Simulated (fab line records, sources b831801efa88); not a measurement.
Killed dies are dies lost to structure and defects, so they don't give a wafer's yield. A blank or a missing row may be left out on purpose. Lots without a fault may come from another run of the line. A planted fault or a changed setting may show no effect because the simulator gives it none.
fab line records | flow sky130
record lots=7 wafers=21 last_day=49
route steps=708 shown METAL4@623
lots that met no fault: from a run of the same line without faults
start_h: hours from the record's first day to the start of the lot's first wafer shown | wait_h: hours since the lot's step before | " the same as in the row above | L1.1+2: a row that stands for several wafers | - no value, or no start given | * or withheld: withheld | < > ~ a bound
route shown NAME@n: a module of which the file shows steps, and the number in the route of the first | usual: mean/standard deviation of fault-free wafers | same: alike in all rows | chamber/n: place in a boat | sites: the reading at each site | _std_site: their standard deviation | _edge_site: outer sites' mean less inner sites' | radius_mm: how far each site lies from the wafer's centre | mask NAME#n: copy n | behind: the tool/chamber that last shaped the wafer | hold: why the lot was held/for how many hours/how that ended | device: the transistor (n, p or np) that didn't switch | end of line: the same wafers' tests at the end of the route | a step without rows: its recipe alone | killed: dies lost to structure and defects at the first sort, not the wafer's yield | map: a wafer's dies, x killed, . not, _ none there
set.NAME: the setting as run; set.NAME@STEP: as run at that earlier step | model.NAME: the simulator's own value behind a step, which no gauge read
lots at some steps of the route; a table a step, a row a wafer
services: from which hour (start_h, from the record's first day; less than 0 if before it) a tool's chamber was out of use, for how many hours, and why
## steps
# step SKY_METAL4_COAT_07
# recipe resist=BARC temp_c=withheld time_s=withheld spin_rpm=3000 resist_thk_nm=60
# step SKY_METAL4_COAT_08
# recipe resist=KrF-thick spin_rpm=3000 resist_thk_nm=1140
# step SKY_METAL4_SOFTBAKE_09
# recipe temp_c=100 time_s=90 resist=KrF-thick
# step SKY_METAL4_EXPOSE_10
# recipe mask_id=MM4 na=0.68 source_shape=annular sigma_inner=0.4 sigma_outer=0.8 target_cd_nm=300 dose_mj=28
# step SKY_METAL4_PEB_11
# recipe peb_temp_c=withheld peb_time_s=withheld resist=KrF-thick
# step SKY_METAL4_DEVELOP_12
# recipe develop_time_s=60 resist=KrF-thick dev_temp_c=21
# step SKY_METAL4_CD_MEAS_13
# recipe target_cd_nm=300
# usual cd_nm=300.4/1.3
# columns lot.wafer tool chamber start_h wait_h cd_nm
L755.2 cd_sem-02 - 985.58 - 299.3
L755.4 " - " " 298.8
L755.5 " - " " 299.0
L765.3 cd_sem-01 - 1047.21 - 300.4
L765.4 " - " " 299.6
L765.6 " - " " 299.9
L766.2 cd_sem-01 - 1054.09 - 301.5
L766.3 " - " " 301.0
L766.4 " - " " 301.5
L767.3 cd_sem-01 - 1057.91 - 300.6
L767.4 " - " " 299.7
L767.5 " - " " 298.8
L773.1 cd_sem-02 - 1087.61 - 301.8
L773.2 " - " " 300.4
L773.4 " - " " 299.4
L774.3 cd_sem-01 - 1109.68 - 301.1
L774.4 " - " " 301.7
L774.5 " - " " 302.6
L776.1 cd_sem-02 - 1111.24 - 301.8
L776.2 " - " " 303.5
L776.4 " - " " 301.6
# step SKY_METAL4_OVL_MEAS_14
# usual METAL4_OVL=2/4.2
# columns lot.wafer tool chamber start_h wait_h METAL4_OVL[nm]
L755.2 overlay-02 - 985.69 0.1 -1
L755.4 " - " " -5
L755.5 " - " " 5
L765.3 overlay-02 - 1047.31 0.1 5
L765.4 " - " " -2
L765.6 " - " " -2
L766.2 overlay-02 - 1054.20 0.1 -3
L766.3 " - " " -6
L766.4 " - " " 0
L767.3 overlay-02 - 1058.01 0.1 7
L767.4 " - " " 3
L767.5 " - " " 5
L773.1 overlay-02 - 1087.73 0.1 2
L773.2 " - " " 4
L773.4 " - " " 4
L774.3 overlay-02 - 1109.77 0.1 -3
L774.4 " - " " -7
L774.5 " - " " -4
L776.1 overlay-02 - 1111.36 0.1 4
L776.2 " - " " 3
L776.4 " - " " 12
# step SKY_METAL4_DESCUM_15
# recipe chemistry=O2 source_power_w=150 bias_power_w=0 pressure_mtorr=10 temp_c=40 time_s=8
# usual drypump_motor_current_A=5.8/0.55 oes_product_au=1.002/0.0069
# columns lot.wafer tool chamber start_h wait_h drypump_motor_current_A oes_product_au rf_hours_counter_h
L755.2 rie_metal-02 1 985.73 0.0 6.0 1.010 -
L755.4 " 1 " " 6.0 1.015 -
L755.5 " 1 " " 6.0 1.003 -
L765.3 rie_metal-01 0 1047.34 0.0 5.2 1.004 -
L765.4 " 1 " " 6.1 1.012 -
L765.6 " 0 " " 5.2 0.995 -
L766.2 rie_metal-04 0 1054.23 0.0 6.4 1.000 2
L766.3 " 0 " " 6.4 0.995 -
L766.4 " 1 " " 4.7 1.009 -
L767.3 rie_metal-01 1 1058.04 0.0 6.1 1.001 -
L767.4 " 0 " " 5.2 0.999 -
L767.5 " 0 " " 5.2 1.013 -
L773.1 rie_metal-01 1 1087.77 0.0 6.1 1.011 14
L773.2 " 0 " " 5.2 1.001 22
L773.4 " 0 " " 5.2 0.995 -
L774.3 rie_metal-01 0 1109.80 0.0 5.2 0.999 -
L774.4 " 1 " " 6.1 0.995 -
L774.5 " 0 " " 5.2 1.002 -
L776.1 rie_metal-02 1 1111.39 0.0 6.0 1.007 19
L776.2 " 0 " " 5.9 1.002 16
L776.4 " 1 " " 6.0 1.000 -
# step SKY_METAL4_ETCH_16
# recipe chemistry=N2/H2 target=BARC ion_energy_ev=200 bias_w=100 pressure_mtorr=30 n2_flow_sccm=100 h2_flow_sccm=200 icp_w=500 stop_on=SiO2 time_s=88.2 target_depth_a=600
# usual drypump_motor_current_A=5.8/0.55 oes_product_au=0.626/0.0042 throttle_valve_pct=13.205/0.0085
# columns lot.wafer tool chamber start_h wait_h drypump_motor_current_A oes_product_au rf_hours_counter_h throttle_valve_pct
L755.2 rie_metal-02 1 985.81 0.1 6.0 0.628 - 13.215
L755.4 " 1 " " 6.0 0.629 - 13.218
L755.5 " 1 " " 6.0 0.627 - 13.202
L765.3 rie_metal-01 0 1047.39 0.0 5.2 0.626 - 13.207
L765.4 " 1 " " 6.1 0.621 - 13.182
L765.6 " 0 " " 5.2 0.624 - 13.219
L766.2 rie_metal-04 0 1054.26 0.0 6.5 0.640 2 13.201
L766.3 " 0 " " 6.5 0.629 - 13.198
L766.4 " 1 " " 4.7 0.623 - 13.192
L767.3 rie_metal-01 1 1058.09 0.0 6.0 0.620 - 13.199
L767.4 " 0 " " 5.2 0.623 - 13.203
L767.5 " 0 " " 5.2 0.629 - 13.203
L773.1 rie_metal-01 1 1087.80 0.0 6.1 0.626 14 13.195
L773.2 " 0 " " 5.2 0.621 22 13.203
L773.4 " 0 " " 5.2 0.627 - 13.208
L774.3 rie_metal-01 0 1109.86 0.0 5.2 0.624 - 13.196
L774.4 " 1 " " 6.1 0.630 - 13.200
L774.5 " 0 " " 5.2 0.628 - 13.196
L776.1 rie_metal-02 1 1111.43 0.0 6.0 0.629 20 13.192
L776.2 " 0 " " 5.9 0.625 16 13.201
L776.4 " 1 " " 6.0 0.627 - 13.215
# step SKY_METAL4_ETCH_17
# recipe target=SiO2 stop_on=TiN chemistry=C4F8/O2/Ar source_w=1500 bias_w=1200 pressure_mtorr=40 c4f8_flow_sccm=withheld O2_flow_sccm=6 Ar_flow_sccm=300 time_s=3.9 target_depth_a=150
# usual oes_product_au=0.744/0.007
# columns lot.wafer tool chamber start_h wait_h oes_product_au rf_hours_counter_h
L755.2 rie_diel-01 3 985.98 0.1 0.746 10
L755.4 " 1 " " 0.750 7
L755.5 " 3 " " 0.746 -
L765.3 rie_diel-02 1 1047.46 0.0 0.737 6
L765.4 " 2 " " 0.740 -
L765.6 " 0 " " 0.736 -
L766.2 rie_diel-01 1 1054.36 0.1 0.743 8
L766.3 " 0 " " 0.740 17
L766.4 " 3 " " 0.753 12
L767.3 rie_diel-01 3 1058.16 0.0 0.729 12
L767.4 " 2 " " 0.739 11
L767.5 " 1 " " 0.740 -
L773.1 rie_diel-02 2 1087.90 0.1 0.741 17
L773.2 " 3 " " 0.753 0
L773.4 " 0 " " 0.749 16
L774.3 rie_diel-02 2 1109.92 0.0 0.739 18
L774.4 " 1 " " 0.749 9
L774.5 " 1 " " 0.748 -
L776.1 rie_diel-02 1 1111.52 0.1 0.742 9
L776.2 " 2 " " 0.742 18
L776.4 " 3 " " 0.747 1
# step SKY_METAL4_METAL_ETCH_18
# recipe target_depth_a=8450 stop_on=SiO2 over_etch_frac=0.3 time_s=183.1 chemistry=Cl2/BCl3 resist_sidewall_deg=88 pressure_mtorr=10 icp_w=900 bias_w=48.5 Cl2_flow_sccm=60 bcl3_flow_sccm=30
# usual drypump_motor_current_A=5.7/0.63 oes_product_au=0.865/0.006 throttle_valve_pct=22.264/0.011
# columns lot.wafer tool chamber start_h wait_h drypump_motor_current_A oes_product_au rf_hours_counter_h throttle_valve_pct
L755.2 rie_metal-01 1 985.99 0.0 6.1 0.851 7 22.293
L755.4 " 1 " " 6.1 0.861 - 22.269
L755.5 " 1 " " 6.0 0.859 - 22.269
L765.3 rie_metal-04 1 1047.54 0.1 4.7 0.865 - 22.269
L765.4 " 0 " " 6.5 0.858 - 22.272
L765.6 " 0 " " 6.5 0.851 - 22.262
L766.2 rie_metal-02 1 1054.38 0.0 6.0 0.873 16 22.266
L766.3 " 1 " " 6.0 0.871 - 22.274
L766.4 " 0 " " 6.0 0.873 - 22.252
L767.3 rie_metal-04 0 1058.24 0.1 6.5 0.860 - 22.262
L767.4 " 1 " " 4.7 0.863 - 22.273
L767.5 " 1 " " 4.7 0.872 - 22.265
L773.1 rie_metal-04 1 1087.92 0.0 4.8 0.869 13 22.252
L773.2 " 0 " " 6.5 0.860 5 22.265
L773.4 " 1 " " 4.7 0.864 - 22.270
L774.3 rie_metal-02 0 1110.00 0.1 5.9 0.874 - 22.274
L774.4 " 1 " " 6.0 0.866 - 22.257
L774.5 " 0 " " 5.9 0.869 - 22.263
L776.1 rie_metal-04 0 1111.54 0.0 6.4 0.871 7 22.256
L776.2 " 1 " " 4.7 0.869 15 22.259
L776.4 " 1 " " 4.7 0.873 - 22.267
# step SKY_METAL4_STRIP_19
# recipe chemistry=O2/N2 power_w=1400 pressure_mtorr=1500 platen_temp_c=withheld o2_flow_sccm=3000 n2_flow_sccm=300 overash_fraction=0.5
# usual chamber_pressure_mTorr=1499.9/1.3 drypump_motor_current_A=5.4/0.41 oes_product_au=0.502/0.0053 strip_time_to_endpoint_s=6.54/0.047
# columns lot.wafer tool chamber start_h wait_h chamber_pressure_mTorr drypump_motor_current_A oes_product_au rf_hours_counter_h strip_time_to_endpoint_s model.KrF-thick_of_METAL4_COAT_08.thk_nm
L755.2 plasma_asher-03 1 986.17 0.1 1501.4 5.9 0.505 116 6.54 0
L755.4 " 1 " " 1499.1 5.9 0.500 - 6.58 0
L755.5 " 0 " " 1500.0 4.9 0.500 - 6.53 0
L765.3 plasma_asher-03 0 1047.69 0.1 - - - - - 527.5
L765.4 " 1 " " - - - - - 532.2
L765.6 " 1 " " - - - - - 526.8
L766.2 plasma_asher-04 0 1054.56 0.1 - - - - - 522.1
L766.3 " 0 " " - - - - - 520.8
L766.4 " 1 " " - - - - - 527.7
L767.3 plasma_asher-02 1 1058.39 0.1 - - - - - 529.5
L767.4 " 0 " " - - - - - 531.9
L767.5 " 1 " " - - - - - 530.3
L773.1 plasma_asher-04 1 1088.09 0.1 1500.1 4.9 0.507 35 6.55 0
L773.2 " 0 " " 1500.6 6.0 0.503 35 6.60 0
L773.4 " 1 " " 1499.6 4.9 0.493 - 6.58 0
L774.3 plasma_asher-03 1 1110.15 0.1 1502.1 5.9 0.501 - 6.61 0
L774.4 " 0 " " 1502.0 4.9 0.498 - 6.48 0
L774.5 " 1 " " 1501.6 5.9 0.507 - 6.58 0
L776.1 plasma_asher-03 0 1111.72 0.1 1500.2 4.9 0.507 5 6.60 0
L776.2 " 1 " " 1500.8 5.9 0.503 5 6.59 0
L776.4 " 0 " " 1498.9 4.9 0.503 - 6.59 0
# step SKY_METAL4_STRIP_20
# recipe chemistry=post_etch_residue_remover time_s=1200 temp_c=72.5
## services
# columns tool chamber start_h hours kind
plasma_asher-03 - 967.38 0.8 repair
rie_metal-02 - 977.81 1.4 pm
rie_metal-02 0 984.22 11.5 repair
rie_metal-04 0 1002.37 - clean
rie_metal-04 0 1002.37 22.9 scheduled_down
rie_metal-04 0 1002.37 22.9 vent_cycle
rie_metal-01 - 1007.61 0.8 repair
rie_metal-02 - 1033.53 0.7 repair
rie_metal-01 - 1039.83 1.0 repair
plasma_asher-04 - 1040.36 2.8 pm
rie_diel-02 3 1047.19 6.6 repair
rie_diel-02 3 1053.83 - clean
rie_diel-02 3 1053.83 22.8 scheduled_down
rie_diel-02 3 1053.83 22.8 vent_cycle
plasma_asher-03 - 1055.25 9.0 pm
plasma_asher-03 0 1055.25 9.0 vent_cycle
plasma_asher-03 1 1055.25 9.0 vent_cycle
plasma_asher-03 0 1064.25 - clean
plasma_asher-03 1 1064.25 - clean
plasma_asher-02 - 1077.12 2.8 pm
rie_metal-02 - 1080.64 1.8 repair
## key
first_sign step=SKY_METAL4_STRIP_19 reading=tool_record direction=missing
effect none on later readings
model_effect step=SKY_METAL4_STRIP_19 value=KrF-thick_of_METAL4_COAT_08.thk_nm without=0 struck=527.6
met_at SKY_METAL4_STRIP_19
struck_wafers L765.3,L765.4,L765.6,L766.2,L766.3,L766.4,L767.3,L767.4,L767.5
later_rows_left_out L765.3,L765.4,L765.6,L766.2,L766.3,L766.4,L767.3,L767.4,L767.5
sort_left_out L765.3,L765.4,L765.6,L766.2,L766.3,L766.4,L767.3,L767.4,L767.5
onset_between 986.17 1047.69
fault kind=skipped_step_whole tool=plasma_asher-02,plasma_asher-03,plasma_asher-04 chamber=- onset_h=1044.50 steps=SKY_METAL4_STRIP_19 scope=struck_lots_only
# sort_left_out: the simulated sort isn't trusted on such a fault, so these wafers' sort isn't shown, and their yield isn't known
# later_rows_left_out: the simulator's readings of these wafers behind a module that went badly wrong aren't trusted and aren't shown, but for the sort
